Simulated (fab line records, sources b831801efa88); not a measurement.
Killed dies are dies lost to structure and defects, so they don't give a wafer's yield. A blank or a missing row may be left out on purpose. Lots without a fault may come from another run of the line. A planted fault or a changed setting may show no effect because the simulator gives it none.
Which tool did it? | flow sky130 | 6 lots, 18 wafers sampled, at 2 steps of a route of 708

WHAT THE GAUGES READ, wafer by wafer
SKY_VIA2_OVL_MEAS_13.
lot  | measured     | on         | VIA2_OVL (nm)
L724 | day 36 08:16 | overlay-02 | 1 -8 -4
L727 | day 38 02:40 | overlay-01 | -3 -6 -13
L729 | day 38 11:54 | overlay-01 | -3 -4 -7
L732 | day 39 08:34 | overlay-01 | -3 -3 -8
L739 | day 40 23:52 | overlay-01 | 24 26 29
L744 | day 42 06:23 | overlay-01 | 3 -8 -6

WHICH TOOL RAN EACH LOT (tool, then ch and the chambers of the sampled wafers, then the start)
lot  | SKY_VIA2_EXPOSE_09
L724 | krf_scanner-02 ch 0, day 35 19:34
L727 | krf_scanner-01 ch 0, day 37 13:48
L729 | krf_scanner-01 ch 0, day 37 22:35
L732 | krf_scanner-01 ch 0, day 38 20:30
L739 | krf_scanner-02 ch 0, day 40 11:14
L744 | krf_scanner-01 ch 0, day 41 19:03
- SKY_VIA2_EXPOSE_09: exposes mask VIM2, target cd 200 nm.

THE ANSWER, worked out from the rows above alone
Rule: what is usual is taken from the lots themselves. Put in order of their means at a reading, lots are off if they are a third of the lots or fewer, leave a main group of 4 or more, and stand apart from it by a gap of 3 or more times the standard deviation of the main group's means; of several such gaps the widest counts. A main group whose means are all the same, to the digits that the tables above print for the reading, isn't used. A lot without any number at a reading at which 4 lots or more have one is off too. The other lots that the step has rows for count as sound.
Off: L739, at SKY_VIA2_OVL_MEAS_13 (VIA2_OVL). The main group: mean -5 nm, standard deviation 1.3.
A tool fits if, at a process step before that reading, it ran every lot that is off, and no sound lot after the first of them. The gauges at SKY_VIA2_OVL_MEAS_13 are tried like those tools. One fits: krf_scanner-02 at SKY_VIA2_EXPOSE_09. Its last sound lot is L724 (day 35 19:34), its first lot that is off L739 (day 40 11:14): a fault that began between those two fits.

WHAT THE SIMULATOR HAD PUT IN
Scanner matching overlay: krf_scanner-02, from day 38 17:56 on, at SKY_VIA2_EXPOSE_09. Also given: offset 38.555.
Lots struck among those shown: L739. The rule above found the same.
